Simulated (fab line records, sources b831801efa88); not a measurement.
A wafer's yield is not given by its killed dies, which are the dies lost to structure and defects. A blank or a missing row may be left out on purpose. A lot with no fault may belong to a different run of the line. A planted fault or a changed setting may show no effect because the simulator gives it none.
fab line records	flow sky130
record lots=13	wafers=39	last_day=50
route steps=708 shown VT_ADJUST_NCORE@127 SONOS_ONO@181 POLY_GATE@232 LDD_P@263 PAD_OPEN@708
lots that met no fault: from a run of the same line without faults
start_h: the number of hours between the record's first day and the start of the first shown wafer of the lot	wait_h: hours since the lot's step before	" same as the row above	L1.1+2: several wafers, shown together as one row	- either no value or no given start	* or withheld: withheld	< > ~ a bound
route shown NAME@n: NAME is a module with steps in the file, n the number in the route of the first one	usual: mean and standard deviation over wafers with no fault	same: alike in all rows	chamber/n: place in a boat	sites: the reading at each site	_std_site: the values' standard deviation	_edge_site: inner sites' mean taken away from outer sites' mean	radius_mm: for every site, how far away it sits from the centre of the wafer	mask NAME#n: copy n	behind: tool/chamber where the wafer was last shaped	hold: reason for holding the lot/hours on hold/outcome of the hold	device: whichever transistor did not switch (one of n, p or np)	end of line: tests of these same wafers at the route's end	for a step that has no rows: nothing shown but its recipe	killed: dies lost to structure and defects at the first sort, not the wafer's yield	map: dies across one wafer; x = killed, . = not, _ = none there
set.NAME: the setting the step ran with; set.NAME@STEP: the setting that earlier step ran with	model.NAME: the simulator's own value behind a step, which no gauge read
the route's steps for a sample of lots (tables are steps, rows are wafers)
services: when a tool's chamber went out of use (start_h, in hours from the record's first day, below 0 if earlier), for how many hours, and the reason
## steps
# step SKY_VT_ADJUST_NCORE_OVL_MEAS_08
# usual VT_ADJUST_NCORE_OVL=-0.3/1.3
lot.wafer	tool	chamber	start_h	wait_h	VT_ADJUST_NCORE_OVL[nm]
L475.2	overlay-01	-	186.29	0.1	-0.4
L475.4	"	-	"	"	1.2
L475.6	"	-	"	"	1.3
L476.1	overlay-02	-	192.14	0.1	-2.7
L476.2	"	-	"	"	-4.1
L476.3	"	-	"	"	-2.6
L478.1	overlay-02	-	221.11	0.1	-0.8
L478.4	"	-	"	"	-1.2
L478.6	"	-	"	"	-1.8
L480.1	overlay-01	-	224.73	0.1	-1.6
L480.3	"	-	"	"	-2.0
L480.5	"	-	"	"	-1.7
L481.2	overlay-02	-	231.47	0.1	-2.2
L481.5	"	-	"	"	-0.3
L481.6	"	-	"	"	-2.4
L482.1	overlay-01	-	238.36	0.1	-2.9
L482.2	"	-	"	"	-1.1
L482.5	"	-	"	"	-0.3
L490.4	overlay-02	-	288.83	0.1	-1.3
L490.5	"	-	"	"	0.2
L490.6	"	-	"	"	0.0
L491.1	overlay-02	-	298.88	0.1	0.1
L491.3	"	-	"	"	-0.5
L491.6	"	-	"	"	-0.1
L492.3	overlay-02	-	303.05	0.1	-0.8
L492.5	"	-	"	"	-1.0
L492.6	"	-	"	"	-1.1
L494.1	overlay-01	-	321.64	0.1	-0.4
L494.2	"	-	"	"	1.1
L494.4	"	-	"	"	0.0
L493.1	overlay-01	-	322.56	0.1	0.5
L493.4	"	-	"	"	0.1
L493.5	"	-	"	"	-0.6
L495.1	overlay-01	-	340.73	0.1	0.5
L495.4	"	-	"	"	1.5
L495.5	"	-	"	"	3.2
L497.1	overlay-01	-	342.83	0.1	-0.2
L497.4	"	-	"	"	0.0
L497.5	"	-	"	"	0.3
# step SKY_SONOS_ONO_CD_MEAS_13
# recipe target_cd_nm=410
# usual cd_nm=410.6/2.8
lot.wafer	tool	chamber	start_h	wait_h	cd_nm
L475.2	cd_sem-02	-	280.89	0.1	408.5
L475.4	"	-	"	"	409.7
L475.6	"	-	"	"	409.5
L476.1	cd_sem-01	-	291.82	0.1	411.5
L476.2	"	-	"	"	410.6
L476.3	"	-	"	"	409.6
L478.1	cd_sem-02	-	323.46	0.1	411.5
L478.4	"	-	"	"	413.0
L478.6	"	-	"	"	413.6
L480.1	cd_sem-01	-	328.99	0.1	414.5
L480.3	"	-	"	"	413.1
L480.5	"	-	"	"	413.5
L481.2	cd_sem-02	-	333.79	0.1	412.0
L481.5	"	-	"	"	412.2
L481.6	"	-	"	"	412.6
L482.1	cd_sem-01	-	343.01	0.1	410.7
L482.2	"	-	"	"	410.3
L482.5	"	-	"	"	409.4
L490.4	cd_sem-01	-	402.00	0.1	410.1
L490.5	"	-	"	"	407.5
L490.6	"	-	"	"	408.8
L491.1	cd_sem-02	-	415.94	0.1	407.6
L491.3	"	-	"	"	406.3
L491.6	"	-	"	"	406.6
L492.3	cd_sem-02	-	421.56	0.1	410.1
L492.5	"	-	"	"	409.3
L492.6	"	-	"	"	409.0
L494.1	cd_sem-01	-	442.39	0.1	407.9
L494.2	"	-	"	"	408.6
L494.4	"	-	"	"	407.9
L493.1	cd_sem-01	-	444.37	0.1	407.7
L493.4	"	-	"	"	405.9
L493.5	"	-	"	"	406.9
L495.1	cd_sem-01	-	466.56	0.1	411.2
L495.4	"	-	"	"	410.7
L495.5	"	-	"	"	412.9
L497.1	cd_sem-01	-	471.37	0.1	413.5
L497.4	"	-	"	"	413.5
L497.5	"	-	"	"	414.9
# step SKY_POLY_GATE_STRIP_18
# recipe chemistry=O2/N2	power_w=1400	pressure_mtorr=1500	platen_temp_c=withheld	o2_flow_sccm=3000	n2_flow_sccm=300	overash_fraction=0.5
# usual drypump_motor_current_A=5.6/0.46	n2_flow_sccm=299.9/0.76	oes_product_au=0.361/0.0049	strip_time_to_endpoint_s=3.18/0.037
# same overash_fraction=0.5
lot.wafer	tool	chamber	start_h	wait_h	drypump_motor_current_A	n2_flow_sccm	oes_product_au	rf_hours_counter_h	strip_time_to_endpoint_s
L475.2	plasma_asher-01	0	368.78	0.0	5.7	299.3	0.361	57	3.21
L475.4	"	0	"	"	5.7	298.7	0.365	-	3.19
L475.6	"	1	"	"	5.0	300.7	0.364	-	3.23
L476.1	plasma_asher-03	1	380.68	0.0	5.3	300.6	0.362	64	3.16
L476.2	"	0	"	"	5.4	300.4	0.361	64	3.20
L476.3	"	0	"	"	5.4	299.2	0.358	-	3.19
L478.1	plasma_asher-01	0	418.01	0.0	5.6	299.6	0.361	63	3.17
L478.4	"	1	"	"	5.0	300.5	0.364	-	3.14
L478.6	"	0	"	"	5.6	302.0	0.364	-	3.17
L480.1	plasma_asher-01	1	427.24	0.0	5.0	360.4	0.359	64	3.16
L480.3	"	0	"	"	5.7	360.3	0.360	-	3.15
L480.5	"	1	"	"	5.0	358.4	0.351	-	3.13
L481.2	plasma_asher-01	1	431.93	0.0	5.0	360.9	0.366	65	3.15
L481.5	"	1	"	"	5.0	360.2	0.356	-	3.14
L481.6	"	0	"	"	5.7	360.5	0.358	-	3.18
L482.1	plasma_asher-01	1	438.29	0.0	5.0	360.0	0.361	66	3.17
L482.2	"	0	"	"	5.7	358.7	0.359	66	3.13
L482.5	"	1	"	"	5.0	358.8	0.364	-	3.23
L490.4	plasma_asher-02	0	502.77	0.1	6.4	300.1	0.365	-	3.14
L490.5	"	0	"	"	6.5	300.4	0.358	-	3.24
L490.6	"	1	"	"	5.9	299.9	0.363	-	3.17
L491.1	plasma_asher-01	1	517.06	0.0	5.0	300.0	0.365	75	3.21
L491.3	"	1	"	"	5.0	297.9	0.359	-	3.10
L491.6	"	0	"	"	5.7	298.6	0.356	-	3.10
L492.3	plasma_asher-01	0	521.52	0.1	5.6	299.2	0.356	-	3.16
L492.5	"	1	"	"	5.0	300.9	0.367	-	3.13
L492.6	"	0	"	"	5.6	300.8	0.364	-	3.12
L494.1	plasma_asher-02	1	541.28	0.0	6.0	299.2	0.358	37	3.14
L494.2	"	0	"	"	6.4	300.2	0.357	37	3.09
L494.4	"	0	"	"	6.4	298.1	0.362	-	3.13
L493.1	plasma_asher-01	0	545.73	0.0	5.7	299.3	0.359	78	3.23
L493.4	"	0	"	"	5.6	299.0	0.366	-	3.18
L493.5	"	1	"	"	5.0	301.0	0.356	-	3.17
L495.1	plasma_asher-01	1	564.29	0.0	5.0	301.2	0.365	80	3.20
L495.4	"	1	"	"	5.0	300.5	0.360	-	3.13
L495.5	"	0	"	"	5.7	299.9	0.365	-	3.14
L497.1	plasma_asher-01	1	570.94	0.0	5.0	300.3	0.358	80	3.21
L497.4	"	0	"	"	5.7	299.3	0.361	-	3.22
L497.5	"	1	"	"	5.0	299.1	0.363	-	3.18
# step SKY_LDD_P_OVL_MEAS_08
# usual LDD_P_OVL=0.8/1.3
lot.wafer	tool	chamber	start_h	wait_h	LDD_P_OVL[nm]
L475.2	overlay-02	-	431.70	0.1	0.4
L475.4	"	-	"	"	0.1
L475.6	"	-	"	"	1.1
L476.1	overlay-01	-	444.19	0.1	0.3
L476.2	"	-	"	"	0.7
L476.3	"	-	"	"	1.1
L478.1	overlay-02	-	483.79	0.1	-1.0
L478.4	"	-	"	"	-1.5
L478.6	"	-	"	"	-1.3
L480.1	overlay-01	-	492.48	0.1	1.6
L480.3	"	-	"	"	-2.1
L480.5	"	-	"	"	0.6
L481.2	overlay-02	-	498.14	0.1	-0.1
L481.5	"	-	"	"	0.3
L481.6	"	-	"	"	-1.2
L482.1	overlay-02	-	502.37	0.1	1.0
L482.2	"	-	"	"	0.4
L482.5	"	-	"	"	0.8
L490.4	overlay-01	-	565.80	0.1	2.6
L490.5	"	-	"	"	4.0
L490.6	"	-	"	"	1.9
L491.1	overlay-02	-	580.19	0.1	0.3
L491.3	"	-	"	"	0.8
L491.6	"	-	"	"	1.5
L492.3	overlay-01	-	583.18	0.1	-0.3
L492.5	"	-	"	"	-0.8
L492.6	"	-	"	"	-1.6
L494.1	overlay-02	-	602.34	0.1	2.3
L494.2	"	-	"	"	1.3
L494.4	"	-	"	"	2.3
L493.1	overlay-02	-	608.79	0.1	-0.2
L493.4	"	-	"	"	2.5
L493.5	"	-	"	"	0.7
L495.1	overlay-02	-	625.47	0.1	-0.8
L495.4	"	-	"	"	-1.0
L495.5	"	-	"	"	-0.5
L497.1	overlay-01	-	631.98	0.1	1.2
L497.4	"	-	"	"	1.6
L497.5	"	-	"	"	2.7
# step SKY_PAD_OPEN_PROBE_99
# usual killed_at_M0_to_M3=44/6.9	killed_at_M4_up=3.0/1.5	killed_at_contacts=24/5.2	killed_at_front_end=15/4.1	killed_at_other=0.4/0.62	killed_dies=87/9.6	killed_open=47/7	killed_short=40/6.2
# same gross_dies=492	killed_at_back_side=0
lot.wafer	tool	chamber	start_h	wait_h	killed_at_M0_to_M3	killed_at_M4_up	killed_at_contacts	killed_at_front_end	killed_at_other	killed_dies	killed_open	killed_short
L482.1	prober-01	-	1118.66	0.1	41	2	22	17	0	82	41	40
L482.2	prober-01	-	1118.71	0.1	40	4	14	13	0	71	37	34
L482.5	prober-01	-	1118.86	0.2	40	2	19	15	0	76	43	33
L491.1	prober-01	-	1166.91	0.1	50	5	31	17	1	104	62	42
L491.3	prober-01	-	1167.01	0.2	62	2	16	15	0	95	55	40
L491.6	prober-01	-	1167.16	0.2	42	3	25	14	0	84	52	32
# killed by level:class
L482.1 METAL1:geometric_particle:short=11 CONTACT:geometric_particle:open=9 VIA1:geometric_particle:open=8 FIELD_ISO:geometric_particle:open=6 LOCAL_INTERCONNECT:geometric_particle:short=6 FIELD_ISO:geometric_particle:short=5 METAL2:geometric_particle:open=4 LOCAL_INTERCONNECT:geometric_particle:open=3
L482.2 VIA1:geometric_particle:open=9 METAL1:geometric_particle:short=9 CONTACT:geometric_particle:open=8 VIA3:geometric_particle:short=4 METAL2:geometric_particle:short=4 VIA2:geometric_particle:open=4 SONOS_ONO:geometric_particle:short=3 POLY_GATE:geometric_particle:open=3
L482.5 VIA1:geometric_particle:open=13 CONTACT:geometric_particle:open=8 FIELD_ISO:geometric_particle:open=5 LOCAL_INTERCONNECT:geometric_particle:short=5 METAL2:geometric_particle:short=5 POLY_GATE:geometric_particle:short=4 VIA2:geometric_particle:open=4 VIA3:geometric_particle:short=4
L491.1 CONTACT:geometric_particle:open=13 VIA2:geometric_particle:open=10 VIA1:geometric_particle:open=10 VIA3:geometric_particle:open=8 LI_CONTACT:geometric_particle:open=6 FIELD_ISO:geometric_particle:open=5 FIELD_ISO:geometric_particle:short=5 METAL2:geometric_particle:short=5
L491.3 VIA1:geometric_particle:open=13 VIA2:geometric_particle:open=11 VIA1:geometric_particle:short=10 VIA3:geometric_particle:open=9 METAL2:geometric_particle:short=8 METAL1:geometric_particle:short=7 POLY_GATE:geometric_particle:open=5 CONTACT:geometric_particle:open=4
L491.6 CONTACT:geometric_particle:open=12 VIA1:geometric_particle:open=10 VIA2:geometric_particle:open=8 CONTACT:geometric_particle:short=6 METAL1:geometric_particle:short=5 VIA3:geometric_particle:open=5 FIELD_ISO:geometric_particle:open=4 POLY_GATE:geometric_particle:open=3
## services
tool	chamber	start_h	hours	kind
plasma_asher-02	-	374.67	12.3	repair
plasma_asher-02	-	402.15	52.0	repair
plasma_asher-03	-	422.87	0.7	repair
plasma_asher-01	-	423.20	2.0	repair
plasma_asher-03	-	437.36	2.3	repair
plasma_asher-01	-	454.53	1.9	repair
plasma_asher-03	-	489.10	1.6	repair
plasma_asher-02	-	509.18	1.6	repair
plasma_asher-02	-	531.96	2.9	repair
plasma_asher-03	-	533.84	0.4	repair
plasma_asher-02	-	559.04	0.4	repair
## key
first_sign step=SKY_POLY_GATE_STRIP_18	reading=n2_flow_sccm	direction=up	sigmas=79	usual=299.9	struck=359.8
effect none on later readings
met_at SKY_POLY_GATE_STRIP_18
struck_lots L480,L481,L482
tester_left_out L480,L481,L482
not_acting_at SKY_VT_ADJUST_NCORE_OVL_MEAS_08,SKY_SONOS_ONO_CD_MEAS_13,SKY_LDD_P_OVL_MEAS_08
onset_between 418.01 427.24
fault kind=process_parameter_drift	tool=plasma_asher-01	chamber=-	onset_h=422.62	steps=SKY_POLY_GATE_STRIP_18	channel=n2_flow_sccm	offset=60	shape=step	end_h=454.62	acts_in=these_recipes_only	stated=300
# tester_left_out: of these lots the tester's yield and bins aren't shown, on N5 and GAA mostly nor the transistor test; their killed dies are dies lost to structure and defects alone, not to doping, threshold or leakage, so they don't give the yield
